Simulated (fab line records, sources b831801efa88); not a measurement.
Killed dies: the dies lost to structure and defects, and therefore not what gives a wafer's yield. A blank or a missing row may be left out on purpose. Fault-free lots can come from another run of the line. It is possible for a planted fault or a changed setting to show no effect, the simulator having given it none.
Which tool is to blame? + flow sky130 + 39 wafers from 13 lots sampled at 4 of the route's 708 steps

== WHAT THE GAUGES READ, wafer by wafer ==
SKY_FIELD_ISO_THK_MEAS_04.
| lot  | measured    | on            | FIELD_ISO_CVD_03_THK (nm) |
|------|-------------|---------------|---------------------------|
| L731 | day 1 15:31 | film-metro-03 | 161.3 161.9 161.5         |
| L732 | day 1 21:44 | film-metro-04 | 161.1 163.1 162.1         |
| L733 | day 2 00:02 | film-metro-03 | 161.7 162.2 161.7         |
| L735 | day 2 09:30 | film-metro-01 | 167.7 166.6 165.2         |
| L736 | day 2 15:20 | film-metro-03 | 161.6 162.8 159.8         |
| L737 | day 2 19:42 | film-metro-03 | 165.2 165.1 163.9         |
| L739 | day 3 05:46 | film-metro-03 | 165.0 163.4 165.4         |
| L749 | day 5 07:29 | film-metro-03 | 162.8 164.4 162.5         |
| L750 | day 5 12:31 | film-metro-03 | 166.1 166.3 165.7         |
| L751 | day 5 17:29 | film-metro-03 | 164.8 166.0 165.6         |
| L752 | day 6 00:16 | film-metro-03 | 165.7 165.0 165.5         |
| L753 | day 6 05:05 | film-metro-03 | 165.2 166.0 166.4         |
| L754 | day 6 10:52 | film-metro-04 | 163.7 165.0 163.5         |

SKY_NWELL_TW_MEAS_15.
| lot  | measured     | on            | NWELL_TW       |
|------|--------------|---------------|----------------|
| L731 | day 4 12:50  | film-metro-02 | 1793 1792 1790 |
| L732 | day 4 20:23  | film-metro-04 | 1805 1798 1799 |
| L733 | day 4 22:29  | film-metro-04 | 1802 1808 1807 |
| L735 | day 5 13:42  | film-metro-01 | 1821 1810 1808 |
| L736 | day 5 18:47  | film-metro-02 | 1793 1781 1783 |
| L737 | day 5 22:17  | film-metro-02 | 1779 1785 1790 |
| L739 | day 6 15:59  | film-metro-02 | 30 29 29       |
| L749 | day 8 19:56  | film-metro-02 | 1772 1780 1785 |
| L750 | day 9 02:58  | film-metro-04 | 1788 1778 1795 |
| L751 | day 9 08:59  | film-metro-02 | 1793 1792 1793 |
| L752 | day 9 16:30  | film-metro-04 | 1800 1786 1783 |
| L753 | day 9 20:04  | film-metro-01 | 1820 1805 1818 |
| L754 | day 10 05:57 | film-metro-04 | 1809 1804 1802 |

== TOOL THAT RAN EACH LOT (tool first, then ch and the chambers of the sampled wafers, then the start) ==
| lot  | SKY_PWDE_STRIP_09                   | SKY_NWELL_STRIP_14                   |
|------|-------------------------------------|--------------------------------------|
| L731 | plasma-asher-01 ch 0,1, day 3 20:04 | plasma-asher-04 ch 0,1, day 4 12:44  |
| L732 | plasma-asher-04 ch 1, day 4 03:23   | plasma-asher-04 ch 0,1, day 4 20:17  |
| L733 | plasma-asher-01 ch 0,1, day 4 05:17 | plasma-asher-03 ch 0,1, day 4 22:23  |
| L735 | plasma-asher-03 ch 0,1, day 4 19:31 | plasma-asher-04 ch 0,1, day 5 13:37  |
| L736 | plasma-asher-04 ch 0,1, day 4 23:50 | plasma-asher-04 ch 0,1, day 5 18:41  |
| L737 | plasma-asher-04 ch 0,1, day 5 03:14 | plasma-asher-04 ch 0,1, day 5 22:11  |
| L739 | plasma-asher-01 ch 0,1, day 5 19:50 | plasma-asher-03 ch 0,1, day 6 15:53  |
| L749 | plasma-asher-04 ch 0,1, day 7 22:52 | plasma-asher-02 ch 0,1, day 8 19:50  |
| L750 | plasma-asher-01 ch 0,1, day 8 05:46 | plasma-asher-02 ch 0,1, day 9 02:52  |
| L751 | plasma-asher-01 ch 0,1, day 8 11:50 | plasma-asher-03 ch 0,1, day 9 08:53  |
| L752 | plasma-asher-04 ch 0,1, day 8 18:37 | plasma-asher-02 ch 0,1, day 9 16:25  |
| L753 | plasma-asher-03 ch 0,1, day 8 21:51 | plasma-asher-03 ch 0,1, day 9 19:58  |
| L754 | plasma-asher-01 ch 0,1, day 9 07:30 | plasma-asher-03 ch 0,1, day 10 05:52 |
- SKY_PWDE_STRIP_09: strips in O2/N2.
- SKY_NWELL_STRIP_14: strips in O2/N2.

== WHAT THE TOOLS THEMSELVES READ (means of the sampled wafers that have a number; where no wafer has one, the mark that the record gives instead) ==
SKY_PWDE_STRIP_09.
| lot  | tool            | drypump-motor-current-A (A) | oes-product-au (a.u.) | strip-time-to-endpoint-s (s) |
|------|-----------------|-----------------------------|-----------------------|------------------------------|
| L731 | plasma-asher-01 | 5.3                         | 0.726                 | 36.98                        |
| L732 | plasma-asher-04 | 5.9                         | 0.722                 | 37.00                        |
| L733 | plasma-asher-01 | 5.4                         | 0.723                 | 37.00                        |
| L735 | plasma-asher-03 | 5.9                         | 0.718                 | 37.07                        |
| L736 | plasma-asher-04 | 6.1                         | 0.721                 | 36.87                        |
| L737 | plasma-asher-04 | 6.0                         | 0.721                 | 36.97                        |
| L739 | plasma-asher-01 | 5.6                         | 0.940                 | -                            |
| L749 | plasma-asher-04 | 6.0                         | 0.726                 | 36.79                        |
| L750 | plasma-asher-01 | 5.3                         | 0.722                 | 36.95                        |
| L751 | plasma-asher-01 | 5.4                         | 0.717                 | 36.81                        |
| L752 | plasma-asher-04 | 6.1                         | 0.722                 | 36.93                        |
| L753 | plasma-asher-03 | 5.9                         | 0.725                 | 36.91                        |
| L754 | plasma-asher-01 | 5.4                         | 0.719                 | 36.94                        |

SKY_NWELL_STRIP_14.
| lot  | tool            | drypump-motor-current-A (A) | oes-product-au (a.u.) | strip-time-to-endpoint-s (s) |
|------|-----------------|-----------------------------|-----------------------|------------------------------|
| L731 | plasma-asher-04 | 6.03                        | 0.725                 | 36.91                        |
| L732 | plasma-asher-04 | 6.04                        | 0.723                 | 37.01                        |
| L733 | plasma-asher-03 | 5.72                        | 0.723                 | 36.81                        |
| L735 | plasma-asher-04 | 6.04                        | 0.723                 | 36.94                        |
| L736 | plasma-asher-04 | 6.05                        | 0.720                 | 36.77                        |
| L737 | plasma-asher-04 | 6.02                        | 0.721                 | 36.86                        |
| L739 | plasma-asher-03 | 5.74                        | 0.731                 | 56.25                        |
| L749 | plasma-asher-02 | 5.94                        | 0.720                 | 36.92                        |
| L750 | plasma-asher-02 | 5.71                        | 0.725                 | 36.93                        |
| L751 | plasma-asher-03 | 5.91                        | 0.724                 | 36.95                        |
| L752 | plasma-asher-02 | 5.72                        | 0.721                 | 37.10                        |
| L753 | plasma-asher-03 | 5.89                        | 0.723                 | 36.87                        |
| L754 | plasma-asher-03 | 5.72                        | 0.725                 | 36.97                        |

== THE ANSWER, worked out from the rows above alone ==
Rule: usual is defined by the lots themselves. Put in order of their means at a reading, lots are off if they are a third of the lots or fewer, leave a main group of 4 or more, and stand apart from it by a gap of 3 or more times the standard deviation of the main group's means; of several such gaps the widest counts. A main group whose means are all the same, to the digits that the tables above print for the reading, isn't used. Also off: a lot with no number at a reading for which 4 or more lots have one. All remaining lots with rows at the step are treated as sound. The gauges are gone through in route order, then the tools' own readings, and for those a lot's mean is taken as printed above. At the first step where some lot is off, the reading lying furthest off is the one used; lots without a number count as furthest.
Off: L739, at SKY_NWELL_TW_MEAS_15 (NWELL_TW). Main group: mean 1796, sd 11.
If a tool, at a process step before that reading, ran all the lots that are off and no sound lot after the first of them, it fits. The gauges at SKY_NWELL_TW_MEAS_15 aren't tried: what is off there is off at SKY_PWDE_STRIP_09 too, on other tools, and a gauge's error can't cause that. None of those tried fits.

== WHAT WAS PUT IN BY THE SIMULATOR ==
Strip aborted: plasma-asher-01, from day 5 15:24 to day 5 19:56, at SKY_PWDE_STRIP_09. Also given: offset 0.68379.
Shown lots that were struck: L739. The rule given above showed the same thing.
